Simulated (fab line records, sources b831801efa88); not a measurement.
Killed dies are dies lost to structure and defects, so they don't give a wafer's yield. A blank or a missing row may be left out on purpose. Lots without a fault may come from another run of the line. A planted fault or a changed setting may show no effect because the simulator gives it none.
A struck lot beside a sound one | flow sky130 | 17 steps out of a route of 708
Sound: wafers L175.1, L175.3, L175.5. Struck: wafers L180.2, L180.3, L180.5. The cause comes at the end.
At each step with rows: each side's tool, then ch and its chambers, then its first start. Under that, the readings that differ: sound wafers | struck wafers | difference of the means | sigmas: that difference in standard deviations of wafers without a fault.
alike: readings whose means differ by less than 2 such deviations, and words and numbers that are the same on both sides. not compared: withheld readings, readings that some wafer has no value for, bounds like >300 that may hide the same value, and numbers for which the record gives no deviation and whose values overlap.
The two part at a step that has a row with sigmas, a row that says differs or no value, or rows on one side only. Numbers that don't overlap but have no deviation are shown without sigmas and don't part them. A reading that every wafer of one side lacks parts them only if that side has two wafers or more.

SKY_VT_ADJUST_LVTN_OVL_MEAS_07:
  sound on overlay-01, day 9 04:05; struck on overlay-02, day 10 09:37
  alike: VT_ADJUST_LVTN_OVL
then, 1 step without rows for these wafers: SKY_VT_ADJUST_LVTN_IMPLANT_08.
SKY_VT_ADJUST_LVTN_STRIP_09: strips in O2/N2.
  sound on plasma_asher-02 ch 0,1, day 9 04:16; struck on plasma_asher-02 ch 0, day 10 09:48
  alike: chamber_pressure_mTorr, drypump_motor_current_A, oes_product_au, strip_time_to_endpoint_s
  not compared: rf_hours_counter_h
SKY_VT_ADJUST_LVTN_TW_MEAS_10:
  sound on film_metro-02, day 9 04:22; struck on film_metro-02, day 10 09:55
  alike: VT_ADJUST_LVTN_TW
then, 7 steps without rows for these wafers: SKY_VT_ADJUST_LVTN_DEHYDRATE_11 (time 60 s); SKY_VT_ADJUST_LVTN_HMDS_12 (prime time 61.03 s); SKY_VT_ADJUST_LVTN_COAT_13 (resist thk 1140 nm); SKY_VT_ADJUST_LVTN_SOFTBAKE_14 (time 60 s); SKY_VT_ADJUST_LVTN_EXPOSE_15 (exposes mask HVN STD DERIVED, target cd 600 nm); SKY_VT_ADJUST_LVTN_PEB_16; SKY_VT_ADJUST_LVTN_DEVELOP_17 (develop time 60 s).
SKY_VT_ADJUST_LVTN_OVL_MEAS_18:
  sound on overlay-02, day 10 00:41; struck on overlay-02, day 11 08:04
  alike: VT_ADJUST_LVTN_01_OVL
SKY_VT_ADJUST_LVTN_IMPLANT_19:
  sound on implanter-02 ch 0, day 10 00:43; struck on implanter-01 ch 0, day 11 08:07
  reading            | sound                       | struck                        | difference | sigmas
  dose_ions_cm2      | 6.5e+11 6.513e+11 6.503e+11 | 8.832e+11 8.835e+11 8.823e+11 | +2.325e+11 | +99 or more
  faraday_current_uA | 3.88 3.57 3.63              | 4.77 5.08 5.07                | +1.28      | +17
SKY_VT_ADJUST_LVTN_STRIP_20: strips in O2/N2.
  sound on plasma_asher-03 ch 0,1, day 10 00:52; struck on plasma_asher-02 ch 0,1, day 11 08:15
  reading                      | sound             | struck            | difference | sigmas
  strip_time_to_endpoint_s (s) | 14.31 14.25 14.28 | 14.16 14.16 14.16 | -0.12      | -2
  alike: chamber_pressure_mTorr, drypump_motor_current_A, oes_product_au
  not compared: rf_hours_counter_h
SKY_VT_ADJUST_LVTN_TW_MEAS_21:
  sound on film_metro-03, day 10 00:58; struck on film_metro-03, day 11 08:22
  reading             | sound             | struck            | difference | sigmas
  VT_ADJUST_LVTN_2_TW | 187.2 187.7 187.1 | 205.3 205.4 205.0 | +17.9      | +14
then, 1 step without rows for these wafers: SKY_VT_ADJUST_NCORE_DEHYDRATE_00 (time 60 s).
-- the record jumps here: 38 days lie between the struck wafers' starts before and after (it left off in module VT_ADJUST_NCORE and takes up again in module PAD_OPEN, whose first step shown is number 708 of the route) --
SKY_PAD_OPEN_PROBE_99:
  sound on prober-02, day 48 02:05; struck on prober-02, day 48 23:02
  reading                                    | sound                | struck               | difference | sigmas
  killed_at_other                            | 1 1 2                | 0 0 0                | -1         | -2
  model.etest.res_pwell_under_gate.rs_ohm_sq | 2261 2282 2249       | 2229 2222 2216       | -42        |
  model.etest.nfet_g5v0d10v5.body_rise_v (V) | 0.6553 0.6682 0.6656 | 0.6953 0.6861 0.6825 | +0.0249    |
  model.etest.nfet_16v.body_rise_v (V)       | 0.6537 0.6661 0.6628 | 0.6924 0.6849 0.679  | +0.0246    |
  model.etest.nfet_g5v0d10v5.vt_sat_v (V)    | 0.7683 0.7746 0.7672 | 0.7785 0.78 0.783    | +0.0105    |
  model.etest.nfet_g5v0d10v5.vt_v (V)        | 0.821 0.828 0.8237   | 0.8325 0.8341 0.8291 | +0.0077    |
  alike: killed_at_M0_to_M3, killed_at_M4_up, killed_at_contacts, killed_at_front_end, killed_dies, killed_open, killed_short
  not compared: model.etest.nfet_16v.vt_v, model.etest.nfet_g5v0d10v5.vt_long_v

WHERE THEY PART
First at SKY_VT_ADJUST_LVTN_IMPLANT_19; last, within this record, at SKY_PAD_OPEN_PROBE_99.

WHY: what the simulator had put in
Process parameter drift: implanter-01, from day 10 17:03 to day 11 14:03, at SKY_VT_ADJUST_LVTN_IMPLANT_19. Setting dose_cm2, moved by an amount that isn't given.
